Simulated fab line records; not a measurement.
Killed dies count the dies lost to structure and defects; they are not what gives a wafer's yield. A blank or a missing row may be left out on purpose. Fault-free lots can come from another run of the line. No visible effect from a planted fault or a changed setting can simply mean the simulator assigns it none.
A struck lot beside a sound one -- flow sky130 -- 17 steps out of a route of 708
Sound: wafers L968.1, L968.2, L968.6. Struck: wafers L973.3, L973.4, L973.6. The cause is given at the end.
Order at every step that has rows: each side's tool, ch and its chambers, its first start. Under that, the readings that differ: sound wafers -- struck wafers -- difference of the means -- sigmas: that difference in standard deviations of wafers without a fault.
alike: a reading whose means differ by less than 2 such deviations, as well as words and numbers matching on both sides. not compared: withheld readings; readings where some wafer has no value; bounds like >300 that might hide an equal value; numbers whose values overlap and for which the record gives no deviation.
Wherever a step has rows on one side only, a row that says differs or no value, or a row with sigmas, the two part there. Numbers that don't overlap but have no deviation are shown without sigmas and don't part them. A reading missing from all wafers of one side parts the sides only when that side holds two or more wafers.

first, 1 step without rows for these wafers: SKY_VT_ADJUST_LVTN_IMPLANT_19.
SKY_VT_ADJUST_LVTN_STRIP_20: strips in O2/N2.
  sound on plasma_asher-03 ch 0,1, day 8 10:14; struck on plasma_asher-04 ch 0,1, day 9 21:47
  alike: drypump_motor_current_A, o2_flow_sccm, oes_product_au, strip_time_to_endpoint_s
  not compared: rf_hours_counter_h
SKY_VT_ADJUST_LVTN_TW_MEAS_21:
  sound on film_metro-03, day 8 10:20; struck on film_metro-02, day 9 21:52
  alike: VT_ADJUST_LVTN_2_TW
then, 7 steps without rows for these wafers: SKY_VT_ADJUST_NCORE_DEHYDRATE_00 (time 60 s); SKY_VT_ADJUST_NCORE_HMDS_01 (prime time 60 s); SKY_VT_ADJUST_NCORE_COAT_02 (resist thk 1140 nm); SKY_VT_ADJUST_NCORE_SOFTBAKE_03 (time 60 s); SKY_VT_ADJUST_NCORE_EXPOSE_04 (exposes mask LVTN COMPLEMENT THIN, target cd 380 nm); SKY_VT_ADJUST_NCORE_PEB_05; SKY_VT_ADJUST_NCORE_DEVELOP_06 (develop time 60 s).
SKY_VT_ADJUST_NCORE_CD_MEAS_07: the cd target is 380 nm.
  sound on cd_sem-01, day 9 09:30; struck on cd_sem-02, day 10 20:52
reading,sound,struck,difference,sigmas
cd_nm (nm),376.4 373.7 374.1,381.0 382.1 381.4,+6.8,+3
SKY_VT_ADJUST_NCORE_OVL_MEAS_08:
  sound on overlay-02, day 9 09:37; struck on overlay-02, day 10 20:58
  alike: VT_ADJUST_NCORE_OVL
SKY_VT_ADJUST_NCORE_IMPLANT_09:
  sound on implanter-02 ch 0, day 9 09:40; struck on implanter-03 ch 0, day 10 21:30
SKY_VT_ADJUST_NCORE_STRIP_10: strips in O2/N2.
  sound on plasma_asher-01 ch 0,1, day 9 09:49; struck on plasma_asher-01 ch 0,1, day 10 21:38
  alike: drypump_motor_current_A, o2_flow_sccm, oes_product_au, strip_time_to_endpoint_s
  not compared: rf_hours_counter_h
SKY_VT_ADJUST_NCORE_TW_MEAS_11:
  sound on film_metro-02, day 9 09:55; struck on film_metro-01, day 10 21:57
reading,sound,struck,difference,sigmas
VT_ADJUST_NCORE_TW,221.8 219.7 219.9,269.5 268.1 270.5,+48.9,+29
then, 2 steps without rows for these wafers: SKY_VT_ADJUST_HVTR_DEHYDRATE_00 (time 60 s); SKY_PAD_OPEN_PROBE_99.

## WHERE THEY PART
Last at SKY_VT_ADJUST_NCORE_TW_MEAS_11 as far as this record goes, first at SKY_VT_ADJUST_NCORE_CD_MEAS_07.

WHY: whatever the simulator had introduced
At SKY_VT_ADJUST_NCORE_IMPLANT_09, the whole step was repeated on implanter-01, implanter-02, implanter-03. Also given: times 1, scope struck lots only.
